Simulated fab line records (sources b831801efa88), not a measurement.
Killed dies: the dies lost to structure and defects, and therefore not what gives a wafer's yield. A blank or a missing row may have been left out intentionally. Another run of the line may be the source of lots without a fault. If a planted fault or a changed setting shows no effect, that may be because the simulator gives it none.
One fault through the eyes of 2 desks :: flow gf180mcu :: each desk has only its own numbers; what lay behind them comes last

## TOOL OWNER'S DESK, implanter-03
GF_VT_IMPLANT_IMPLANT_41, tool's own readings: per-lot mean of the sampled wafers with a number, covering each lot this tool ran. A lot is out of limits, marked OUT, if its mean lies more than 4 standard deviations from the usual mean; the brackets give that distance.
Columns: A = dose ions cm2 at GF_VT_IMPLANT_IMPLANT_41, usual 1.0129e+12
lot: L937
first seen here: day 8 07:09
A: 1.0146e+12

lot: L939
first seen here: day 8 19:27
A: 1.0135e+12

lot: L941
first seen here: day 9 12:39
A: 1.0133e+12

lot: L951
first seen here: day 12 01:29
A: 1.0117e+12

lot: L952
first seen here: day 12 07:56
A: 1.0136e+12

lot: L955
first seen here: day 13 02:21
A: 1.0140e+12

lot: L957
first seen here: day 13 15:53
A: 1.0135e+12
This desk's finding: nothing out of limits on any of the 7 lots.

## FROM THE METROLOGY DESK
Means of the sampled wafers that have a number, per lot and without regard to the tool the lot ran on: this is what the gauges read. A lot is out of limits, marked OUT, if its mean lies more than 4 standard deviations from the usual mean; the brackets give that distance.
Columns: A = NWELL_OVL at GF_NWELL_OVL_MEAS_07, usual -1.0 nm; B = VT_IMPLANT_4_TW at GF_VT_IMPLANT_TW_MEAS_43, usual 692; C = cd nm at GF_HV_LDD_CD_MEAS_19, usual 399.5 nm
lot: L937
first seen here: day 3 22:19
A: -2.2
B: 704
C: 400.6

lot: L938
first seen here: day 4 05:34
A: -0.2
B: 688
C: 397.4

lot: L939
first seen here: day 4 08:56
A: -0.6
B: 690
C: 399.0

lot: L941
first seen here: day 4 21:07
A: -0.3
B: 662
C: 401.3

lot: L942
first seen here: day 5 01:55
A: -2.1
B: 705
C: 396.1

lot: L945
first seen here: day 5 14:22
A: -1.0
B: 682
C: 398.0

lot: L946
first seen here: day 5 21:41
A: -3.2
B: 698
C: 399.2

lot: L951
first seen here: day 7 00:13
A: -0.3
B: 692
C: 402.5

lot: L952
first seen here: day 7 04:46
A: 1.1
B: 686
C: 399.8

lot: L953
first seen here: day 7 09:49
A: -0.9
B: 692
C: 399.6

lot: L954
first seen here: day 7 14:55
A: -0.4
B: 685
C: 403.2

lot: L955
first seen here: day 7 19:38
A: -0.7
B: 690
C: 400.6

lot: L957
first seen here: day 8 06:23
A: -1.5
B: 693
C: 398.1
This desk's finding: nothing out of limits on any of the 13 lots.

## TAKEN TOGETHER
The tool owner's desk saw nothing out of limits.
Nothing out of limits was seen by the metrology desk.

## WHAT THE SIMULATOR HAD PUT IN
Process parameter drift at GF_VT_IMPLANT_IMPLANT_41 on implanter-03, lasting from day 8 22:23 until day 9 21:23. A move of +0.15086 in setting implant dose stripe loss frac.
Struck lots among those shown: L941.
